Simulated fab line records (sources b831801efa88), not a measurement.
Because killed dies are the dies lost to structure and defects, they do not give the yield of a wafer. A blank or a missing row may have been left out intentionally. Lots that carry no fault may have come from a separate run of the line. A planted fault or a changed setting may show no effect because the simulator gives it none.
The tool behind it: which one? -- flow sky130 -- 12 lots with 36 wafers sampled at 2 steps, on a route of 708 steps

== WHAT THE GAUGES SHOWED, per wafer ==
SKY_VIA1_BOW_MEAS_03.
lot,measured,on,VIA1_BOW (um)
L075,day 32 20:43,film-metro-03,84 82 80
L077,day 33 17:55,film-metro-01,77 81 67
L079,day 34 19:31,film-metro-01,89 90 85
L081,day 36 14:06,film-metro-02,76 81 92
L083,day 35 21:08,film-metro-01,83 82 78
L085,day 36 15:00,film-metro-03,79 88 88
L087,day 37 01:12,film-metro-01,82 66 70
L089,day 37 20:29,film-metro-03,88 80 92
L091,day 38 07:17,film-metro-03,77 82 79
L093,day 39 06:11,film-metro-03,76 80 82
L095,day 39 09:07,film-metro-03,81 83 76
L097,day 40 03:11,film-metro-01,84 87 69

== WHAT TOOL EACH LOT RAN ON (gives the tool, then ch and the chambers of the sampled wafers, and finally the start) ==
lot,SKY_CONTACT_ETCH_18
L075,"rie-diel-03 ch 0,1,2, day 32 20:43 or earlier"
L077,"rie-diel-03 ch 0,1,3, day 33 17:55 or earlier"
L079,"rie-diel-02 ch 1,3, day 34 19:31 or earlier"
L081,"rie-diel-01 ch 1,2,3, day 36 14:06 or earlier"
L083,"rie-diel-01 ch 2,3, day 35 21:08 or earlier"
L085,"rie-diel-03 ch 0,1, day 36 15:00 or earlier"
L087,"rie-diel-02 ch 0,3, day 37 01:12 or earlier"
L089,"rie-diel-03 ch 1,3, day 37 20:29 or earlier"
L091,"rie-diel-03 ch 0,1,2, day 38 07:17 or earlier"
L093,"rie-diel-02 ch 1,2, day 39 06:11 or earlier"
L095,"rie-diel-02 ch 1,2, day 39 09:07 or earlier"
L097,"rie-diel-02 ch 2,3, day 40 03:11 or earlier"
- SKY_CONTACT_ETCH_18: etches Si3N4 in CHF3/O2, stops on TiN, time 39 s, target depth 75 nm.

== THE ANSWER, worked out from the rows above alone ==
Rule: what is usual is taken from the lots themselves. The widest of any qualifying gaps counts: lots, ordered by their means at a reading, are off when they make up no more than a third of the lots, leave a main group of 4 or more, and stand apart from it by 3 or more times the standard deviation of that group's means. The tables above print the reading to a certain number of digits; a main group whose means all agree to those digits is not used. A lot without any number at a reading at which 4 lots or more have one is off too. Any other lot the step has rows for is counted as sound.
No lot is off at any reading shown: from this, nothing can be told.

== WHAT THE SIMULATOR PUT IN ==
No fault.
